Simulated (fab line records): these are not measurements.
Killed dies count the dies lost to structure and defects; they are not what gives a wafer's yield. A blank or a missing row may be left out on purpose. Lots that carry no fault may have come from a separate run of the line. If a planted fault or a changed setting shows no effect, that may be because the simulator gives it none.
fab line records ; flow sky130
[record] lots = 15; wafers = 45; last-day = 50
route steps=708 shown RES_XHIGH@360 LI_CONTACT@381 LOCAL_INTERCONNECT@395
lots with no fault: from the same line, run without faults
start-h: hours from the record's first day to the start of the lot's first wafer shown ; wait-h: hours elapsed since this lot's preceding step ; " identical to the entry in the row above ; L1.1+2: a row that stands for several wafers ; - no value present, or no start provided ; * or withheld: withheld ; < > ~ a bound
route shown NAME@n: a module of which the file shows steps, and the number in the route of the first ; usual: average and standard deviation across the fault-free wafers ; same: alike in all rows ; chamber/n: place in a boat ; sites: readings site by site ; _std_site: their standard deviation ; _edge_site: the outer-site mean with the inner-site mean subtracted ; radius-mm: for every site, how far away it sits from the centre of the wafer ; mask NAME#n: copy n ; behind: tool/chamber where the wafer was last shaped ; hold: the reason the lot was held/the length of the hold in hours/how it ended ; device: names the non-switching transistor (n, p or np) ; end of line: the same wafers' tests at the end of the route ; a step given without rows: its recipe and nothing more ; killed: the dies lost at the first sort to structure and to defects; this is not the yield of the wafer ; map: shows each die of a wafer: x if killed, . if not, _ if none is there
set.NAME: the setting that was run; set.NAME@STEP: the one run at that earlier step ; model.NAME: the simulator's own value behind a step, which no gauge read
steps of the route over a sample of lots; a table a step, a row a wafer
services: a tool's chamber out of use, with start hour (start-h, from the record's first day; less than 0 if before it), hours out, and reason
[[steps]]
[step SKY_SD_N_RS_MEAS_18]
[recipe] thk-meas-gauge = four-point-probe
[usual] RES_XHIGH_RS = 333.3/1.1
lot.wafer;tool;chamber;start-h;wait-h;RES_XHIGH_RS[ohm/sq]
L827.1;film-metro-02;-;661.98;0.1;334.5
L827.3;film-metro-02;-;661.98;0.1;335.0
L827.6;film-metro-02;-;661.98;0.1;333.1
L829.2;film-metro-01;-;677.52;0.1;332.8
L829.3;film-metro-01;-;677.52;0.1;332.8
L829.4;film-metro-01;-;677.52;0.1;332.8
L830.1;film-metro-04;-;683.71;0.1;333.5
L830.4;film-metro-04;-;683.71;0.1;332.7
L830.5;film-metro-04;-;683.71;0.1;333.4
L832.2;film-metro-04;-;703.09;0.1;332.2
L832.5;film-metro-04;-;703.09;0.1;333.1
L832.6;film-metro-04;-;703.09;0.1;332.8
L833.3;film-metro-02;-;710.86;0.1;334.4
L833.4;film-metro-02;-;710.86;0.1;333.3
L833.6;film-metro-02;-;710.86;0.1;333.7
L834.2;film-metro-04;-;729.24;0.1;332.5
L834.4;film-metro-04;-;729.24;0.1;333.0
L834.5;film-metro-04;-;729.24;0.1;332.1
L840.4;film-metro-02;-;765.93;0.1;334.1
L840.5;film-metro-02;-;765.93;0.1;333.8
L840.6;film-metro-02;-;765.93;0.1;334.0
L841.3;film-metro-02;-;777.77;0.1;334.0
L841.5;film-metro-02;-;777.77;0.1;333.8
L841.6;film-metro-02;-;777.77;0.1;334.5
L842.2;film-metro-02;-;782.91;0.1;333.6
L842.3;film-metro-02;-;782.91;0.1;332.1
L842.5;film-metro-02;-;782.91;0.1;332.4
L843.2;film-metro-04;-;787.25;0.1;333.8
L843.3;film-metro-04;-;787.25;0.1;334.4
L843.5;film-metro-04;-;787.25;0.1;334.5
L844.2;film-metro-01;-;794.35;0.1;331.0
L844.3;film-metro-01;-;794.35;0.1;331.6
L844.4;film-metro-01;-;794.35;0.1;331.3
L846.1;film-metro-01;-;803.03;0.1;331.2
L846.3;film-metro-01;-;803.03;0.1;331.4
L846.6;film-metro-01;-;803.03;0.1;331.1
L845.3;film-metro-02;-;809.17;0.1;332.4
L845.4;film-metro-02;-;809.17;0.1;332.1
L845.5;film-metro-02;-;809.17;0.1;333.5
L847.1;film-metro-02;-;816.81;0.1;332.4
L847.2;film-metro-02;-;816.81;0.1;333.5
L847.4;film-metro-02;-;816.81;0.1;333.4
L848.1;film-metro-04;-;824.43;0.1;334.1
L848.2;film-metro-04;-;824.43;0.1;335.2
L848.5;film-metro-04;-;824.43;0.1;335.5
[step SKY_LI_CONTACT_SPUTTER_19]
[recipe] material = Ti; target-thk-nm = 20; chamber-pressure-pa = 5; power-w = 2500; substrate-temp-c = 200; time-s = 106.37
[usual] throttle-valve-pct = 30.1/0.79
lot.wafer;tool;chamber;start-h;wait-h;throttle-valve-pct
L827.1;pvd-sputter-02;-;692.32;0.0;31.8
L827.3;pvd-sputter-02;-;692.32;0.0;29.5
L827.6;pvd-sputter-02;-;692.32;0.0;30.4
L829.2;pvd-sputter-04;-;707.56;0.0;29.7
L829.3;pvd-sputter-04;-;707.56;0.0;28.8
L829.4;pvd-sputter-04;-;707.56;0.0;29.9
L830.1;pvd-sputter-01;-;713.66;0.0;30.3
L830.4;pvd-sputter-01;-;713.66;0.0;30.1
L830.5;pvd-sputter-01;-;713.66;0.0;29.6
L832.2;pvd-sputter-01;-;732.23;0.0;29.3
L832.5;pvd-sputter-01;-;732.23;0.0;30.0
L832.6;pvd-sputter-01;-;732.23;0.0;29.5
L833.3;pvd-sputter-02;-;739.49;0.0;29.3
L833.4;pvd-sputter-02;-;739.49;0.0;30.4
L833.6;pvd-sputter-02;-;739.49;0.0;30.4
L834.2;pvd-sputter-02;-;757.05;0.0;29.4
L834.4;pvd-sputter-02;-;757.05;0.0;30.2
L834.5;pvd-sputter-02;-;757.05;0.0;30.3
L840.4;pvd-sputter-04;-;793.56;0.0;30.1
L840.5;pvd-sputter-04;-;793.56;0.0;29.9
L840.6;pvd-sputter-04;-;793.56;0.0;30.8
L841.3;pvd-sputter-01;-;804.62;0.0;30.4
L841.5;pvd-sputter-01;-;804.62;0.0;29.8
L841.6;pvd-sputter-01;-;804.62;0.0;30.8
L842.2;pvd-sputter-04;-;810.30;0.0;30.5
L842.3;pvd-sputter-04;-;810.30;0.0;29.8
L842.5;pvd-sputter-04;-;810.30;0.0;29.0
L843.2;pvd-sputter-02;-;815.10;0.0;29.2
L843.3;pvd-sputter-02;-;815.10;0.0;31.9
L843.5;pvd-sputter-02;-;815.10;0.0;30.2
L844.2;pvd-sputter-02;-;821.92;0.0;29.6
L844.3;pvd-sputter-02;-;821.92;0.0;29.5
L844.4;pvd-sputter-02;-;821.92;0.0;31.5
L846.1;pvd-sputter-04;-;830.76;0.0;29.9
L846.3;pvd-sputter-04;-;830.76;0.0;30.6
L846.6;pvd-sputter-04;-;830.76;0.0;31.0
L845.3;pvd-sputter-04;-;837.35;0.0;31.3
L845.4;pvd-sputter-04;-;837.35;0.0;29.8
L845.5;pvd-sputter-04;-;837.35;0.0;28.7
L847.1;pvd-sputter-01;-;844.97;0.0;30.0
L847.2;pvd-sputter-01;-;844.97;0.0;31.0
L847.4;pvd-sputter-01;-;844.97;0.0;29.4
L848.1;pvd-sputter-01;-;852.25;0.0;29.8
L848.2;pvd-sputter-01;-;852.25;0.0;29.3
L848.5;pvd-sputter-01;-;852.25;0.0;29.5
[step SKY_LI_CONTACT_SPUTTER_20]
[recipe] material = TiN; target-thk-nm = 20; chamber-pressure-pa = 5; power-w = 4000; time-s = 80
[usual] throttle-valve-pct = 30.1/0.78
lot.wafer;tool;chamber;start-h;wait-h;throttle-valve-pct
L827.1;pvd-sputter-02;-;692.40;0.0;31.5
L827.3;pvd-sputter-02;-;692.40;0.0;29.5
L827.6;pvd-sputter-02;-;692.40;0.0;30.2
L829.2;pvd-sputter-04;-;707.63;0.0;29.8
L829.3;pvd-sputter-04;-;707.63;0.0;28.8
L829.4;pvd-sputter-04;-;707.63;0.0;30.1
L830.1;pvd-sputter-01;-;713.73;0.0;30.5
L830.4;pvd-sputter-01;-;713.73;0.0;30.2
L830.5;pvd-sputter-01;-;713.73;0.0;29.8
L832.2;pvd-sputter-01;-;732.30;0.0;29.5
L832.5;pvd-sputter-01;-;732.30;0.0;30.3
L832.6;pvd-sputter-01;-;732.30;0.0;29.4
L833.3;pvd-sputter-02;-;739.57;0.0;29.6
L833.4;pvd-sputter-02;-;739.57;0.0;30.3
L833.6;pvd-sputter-02;-;739.57;0.0;30.2
L834.2;pvd-sputter-02;-;757.13;0.0;29.4
L834.4;pvd-sputter-02;-;757.13;0.0;30.3
L834.5;pvd-sputter-02;-;757.13;0.0;30.1
L840.4;pvd-sputter-04;-;793.63;0.0;29.7
L840.5;pvd-sputter-04;-;793.63;0.0;29.9
L840.6;pvd-sputter-04;-;793.63;0.0;31.0
L841.3;pvd-sputter-01;-;804.70;0.0;30.4
L841.5;pvd-sputter-01;-;804.70;0.0;29.6
L841.6;pvd-sputter-01;-;804.70;0.0;31.1
L842.2;pvd-sputter-04;-;810.38;0.0;30.4
L842.3;pvd-sputter-04;-;810.38;0.0;29.7
L842.5;pvd-sputter-04;-;810.38;0.0;28.7
L843.2;pvd-sputter-02;-;815.18;0.0;29.2
L843.3;pvd-sputter-02;-;815.18;0.0;31.5
L843.5;pvd-sputter-02;-;815.18;0.0;30.4
L844.2;pvd-sputter-02;-;822.00;0.0;29.5
L844.3;pvd-sputter-02;-;822.00;0.0;29.3
L844.4;pvd-sputter-02;-;822.00;0.0;31.6
L846.1;pvd-sputter-04;-;830.83;0.0;29.8
L846.3;pvd-sputter-04;-;830.83;0.0;30.5
L846.6;pvd-sputter-04;-;830.83;0.0;31.2
L845.3;pvd-sputter-04;-;837.43;0.0;31.2
L845.4;pvd-sputter-04;-;837.43;0.0;29.8
L845.5;pvd-sputter-04;-;837.43;0.0;28.8
L847.1;pvd-sputter-01;-;845.05;0.0;29.8
L847.2;pvd-sputter-01;-;845.05;0.0;30.9
L847.4;pvd-sputter-01;-;845.05;0.0;29.6
L848.1;pvd-sputter-01;-;852.33;0.0;29.4
L848.2;pvd-sputter-01;-;852.33;0.0;29.8
L848.5;pvd-sputter-01;-;852.33;0.0;29.7
[step SKY_LOCAL_INTERCONNECT_EXPOSE_08]
[recipe] mask-id = LI1M; na = 0.8; source-shape = annular; sigma-inner = 0.55; sigma-outer = 0.85; target-cd-nm = 170; dose-mj = 28
[usual] exposure-dose-mJ-cm2 = 27.96/0.036; focus-offset-nm = -0.1/0.58
lot.wafer;tool;chamber;start-h;wait-h;mask;exposure-dose-mJ-cm2;focus-offset-nm
L827.1;krf-scanner-01;0;707.27;-;LI1M#0;27.95;0.1
L827.3;krf-scanner-01;0;707.27;-;LI1M#0;27.97;0.8
L827.6;krf-scanner-01;0;707.27;-;LI1M#0;27.95;0.4
L829.2;krf-scanner-02;0;723.17;-;LI1M#0;27.99;-0.2
L829.3;krf-scanner-02;0;723.17;-;LI1M#0;28.01;-0.6
L829.4;krf-scanner-02;0;723.17;-;LI1M#0;28.01;-0.1
L830.1;krf-scanner-02;0;729.47;-;LI1M#0;28.03;-0.7
L830.4;krf-scanner-02;0;729.47;-;LI1M#0;28.04;0.5
L830.5;krf-scanner-02;0;729.47;-;LI1M#0;27.99;-1.0
L832.2;krf-scanner-02;-;746.54;-;LI1M#0;-;-
L832.5;krf-scanner-02;-;746.54;-;LI1M#0;-;-
L832.6;krf-scanner-02;-;746.54;-;LI1M#0;-;-
L833.3;krf-scanner-01;-;754.59;-;LI1M#0;-;-
L833.4;krf-scanner-01;-;754.59;-;LI1M#0;-;-
L833.6;krf-scanner-01;-;754.59;-;LI1M#0;-;-
L834.2;krf-scanner-02;-;771.29;-;LI1M#0;-;-
L834.4;krf-scanner-02;-;771.29;-;LI1M#0;-;-
L834.5;krf-scanner-02;-;771.29;-;LI1M#0;-;-
L840.4;krf-scanner-02;0;807.93;-;LI1M#0;27.96;-0.7
L840.5;krf-scanner-02;0;807.93;-;LI1M#0;27.98;0.1
L840.6;krf-scanner-02;0;807.93;-;LI1M#0;27.98;-0.6
L841.3;krf-scanner-02;0;818.94;-;LI1M#0;28.01;-0.6
L841.5;krf-scanner-02;0;818.94;-;LI1M#0;28.01;-0.7
L841.6;krf-scanner-02;0;818.94;-;LI1M#0;28.02;0.1
L842.2;krf-scanner-02;0;824.52;-;LI1M#0;27.98;0.2
L842.3;krf-scanner-02;0;824.52;-;LI1M#0;27.98;0.5
L842.5;krf-scanner-02;0;824.52;-;LI1M#0;27.99;-0.5
L843.2;krf-scanner-01;0;829.94;-;LI1M#0;28.01;0.4
L843.3;krf-scanner-01;0;829.94;-;LI1M#0;27.93;0.7
L843.5;krf-scanner-01;0;829.94;-;LI1M#0;27.96;0.5
L844.2;krf-scanner-01;0;836.51;-;LI1M#0;27.97;-0.5
L844.3;krf-scanner-01;0;836.51;-;LI1M#0;27.97;0.1
L844.4;krf-scanner-01;0;836.51;-;LI1M#0;27.94;1.0
L846.1;krf-scanner-01;0;845.15;-;LI1M#0;27.92;-0.7
L846.3;krf-scanner-01;0;845.15;-;LI1M#0;27.93;-0.2
L846.6;krf-scanner-01;0;845.15;-;LI1M#0;27.92;-0.8
L845.3;krf-scanner-01;0;852.04;-;LI1M#0;27.94;-0.3
L845.4;krf-scanner-01;0;852.04;-;LI1M#0;27.93;-0.6
L845.5;krf-scanner-01;0;852.04;-;LI1M#0;27.93;-0.5
L847.1;krf-scanner-01;0;859.90;-;LI1M#0;27.93;0.0
L847.2;krf-scanner-01;0;859.90;-;LI1M#0;27.92;0.1
L847.4;krf-scanner-01;0;859.90;-;LI1M#0;27.88;-0.5
L848.1;krf-scanner-01;0;865.95;-;LI1M#0;27.89;-0.3
L848.2;krf-scanner-01;0;865.95;-;LI1M#0;27.95;-0.4
L848.5;krf-scanner-01;0;865.95;-;LI1M#0;27.92;0.5
[[services]]
tool;chamber;start-h;hours;kind
krf-scanner-01;-;672.66;4.0;pm
pvd-sputter-04;-;673.57;7.3;repair
krf-scanner-02;0;674.42;-;calibration
pvd-sputter-02;-;675.87;5.5;repair
krf-scanner-01;-;684.09;0.8;repair
krf-scanner-02;-;696.61;1.0;pm
krf-scanner-01;0;704.99;-;calibration
krf-scanner-02;-;706.04;6.1;repair
krf-scanner-02;-;720.01;1.3;pm
krf-scanner-02;-;737.68;3.6;pm
krf-scanner-02;-;756.49;0.8;pm
krf-scanner-01;-;758.23;1.3;pm
krf-scanner-01;-;759.85;4.4;pm
krf-scanner-01;-;766.18;0.8;pm
pvd-sputter-04;-;767.78;13.7;repair
krf-scanner-01;-;772.93;1.0;pm
krf-scanner-02;-;799.29;0.8;repair
krf-scanner-01;-;808.86;0.4;repair
krf-scanner-01;-;816.71;3.2;repair
krf-scanner-01;-;832.60;0.1;repair
krf-scanner-02;0;852.71;-;calibration
krf-scanner-02;-;865.61;1.0;pm
[[key]]
[first-sign] step = SKY_LOCAL_INTERCONNECT_EXPOSE_08; reading = tool-record; direction = missing
effect none on later readings
met-at SKY_LOCAL_INTERCONNECT_EXPOSE_08
struck-lots L832,L833,L834
later-rows-left-out L832.2,L832.5,L832.6,L833.3,L833.4,L833.6,L834.2,L834.4,L834.5
sort-left-out L832.2,L832.5,L832.6,L833.3,L833.4,L833.6,L834.2,L834.4,L834.5
tester-left-out L832,L833,L834
not-acting-at SKY_SD_N_RS_MEAS_18,SKY_LI_CONTACT_SPUTTER_19,SKY_LI_CONTACT_SPUTTER_20
onset-between 729.47 746.54
[fault] kind = skipped-step-whole; tool = krf-scanner-01,krf-scanner-02; chamber = -; onset-h = 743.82; steps = SKY_LOCAL_INTERCONNECT_EXPOSE_08; scope = struck-lots-only
// tester-left-out: of these lots the tester's yield and bins aren't shown, on N5 and GAA mostly nor the transistor test; their killed dies are dies lost to structure and defects alone, not to doping, threshold or leakage, so they don't give the yield
// sort-left-out: the simulated sort isn't trusted on such a fault, so these wafers' sort isn't shown, and their yield isn't known
// later-rows-left-out: the simulator's readings of these wafers behind a module that went badly wrong aren't trusted and aren't shown, but for the sort
